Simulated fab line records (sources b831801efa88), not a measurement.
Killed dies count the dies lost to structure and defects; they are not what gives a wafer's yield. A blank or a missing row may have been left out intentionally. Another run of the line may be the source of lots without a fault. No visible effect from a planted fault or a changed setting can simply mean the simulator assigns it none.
2 desks, one fault :: flow sky130 :: what lay behind the numbers comes last; until then each desk has only its own

== FROM THE METROLOGY DESK ==
Lot by lot, what the gauges showed, no matter which tool ran the lot: averages of those sampled wafers that carry a number. Marked OUT: a lot whose mean sits more than 4 standard deviations from the usual mean, which makes it out of limits; the brackets give that distance.
Columns: A = SD_N_OVL at SKY_SD_N_OVL_MEAS_08, usual 1.6 nm; B = METAL1_ALCU_THK at SKY_METAL1_THK_MEAS_06, usual 254.0 nm
lot: L734
first seen here: day 27 17:09
A: 0.9
B: 253.2

lot: L736
first seen here: day 29 03:49
A: 0.6
B: 253.7

lot: L739
first seen here: day 29 18:27
A: 0.6
B: 251.7

lot: L738
first seen here: day 29 23:43
A: 1.1
B: 254.6

lot: L742
first seen here: day 30 22:16
A: 0.4
B: 250.4

lot: L743
first seen here: day 31 03:51
A: 1.5
B: 254.9

lot: L745
first seen here: day 31 19:35
A: 0.9
B: 257.6

lot: L749
first seen here: day 32 23:45
A: 1.8
B: 254.9

lot: L754
first seen here: day 34 12:56
A: 2.9
B: 252.9

lot: L755
first seen here: day 34 15:53
A: 1.3
B: 255.3

lot: L756
first seen here: day 35 01:13
A: 1.2
B: 250.1

lot: L757
first seen here: day 35 10:41
A: 2.1
B: 250.9
This desk's finding: nothing out of limits on any of the 12 lots.

== DESK OF THE TOOL OWNER: implanter-01 ==
For each lot that ran on this tool, the mean over its sampled wafers that have a number, from the tool's own readings at SKY_LDD_LDN_IMPLANT_11. Marked OUT: a lot whose mean sits more than 4 standard deviations from the usual mean, which makes it out of limits; the brackets give that distance.
Columns: A = doseIonsCm2 at SKY_LDD_LDN_IMPLANT_11, usual 1.2501e+13; B = endStationPressureTorr at SKY_LDD_LDN_IMPLANT_11, usual 5.07e-06 Torr; C = faradayCurrentUA at SKY_LDD_LDN_IMPLANT_11, usual 70.5
lot: L739
first seen here: day 24 20:41
A: 1.2506e+13
B: 4.86e-06
C: 71.2

lot: L738
first seen here: day 25 01:04
A: 1.2502e+13
B: 5.13e-06
C: 71.8

lot: L743
first seen here: day 26 07:41
A: 8.8600e+12 (-99 or more) OUT
B: 5.02e-06
C: 50.7 (-13) OUT

lot: L745
first seen here: day 27 01:52
A: 8.8623e+12 (-99 or more) OUT
B: 4.87e-06
C: 50.3 (-13) OUT

lot: L756
first seen here: day 30 12:13
A: 1.2508e+13
B: 5.03e-06
C: 68.7

lot: L757
first seen here: day 30 22:24
A: 1.2507e+13
B: 5.06e-06
C: 70.6
This desk's verdict: out of limits on L743, L745, starting with L743 at day 26 07:41 (doseIonsCm2 at SKY_LDD_LDN_IMPLANT_11). Within limits: L739, L738, L756, L757.

== BROUGHT TOGETHER ==
At day 26 07:41, on L743, L745, the tool owner's desk was in a position to raise an alarm.
Nothing out of limits was seen by the metrology desk.
The metrology desk has L743, L745 on record, within its limits.
SKY_LDD_LDN_IMPLANT_11 was run on implanter-01 by each of the lots named.

== WHAT WAS PUT IN BY THE SIMULATOR ==
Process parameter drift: implanter-01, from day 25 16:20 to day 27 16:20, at SKY_LDD_LDN_IMPLANT_11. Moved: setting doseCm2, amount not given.
Lots struck among those shown: L743, L745.
How many hours passed from the start of the fault until each desk's first out-of-limits reading: the tool owner's desk, 15.
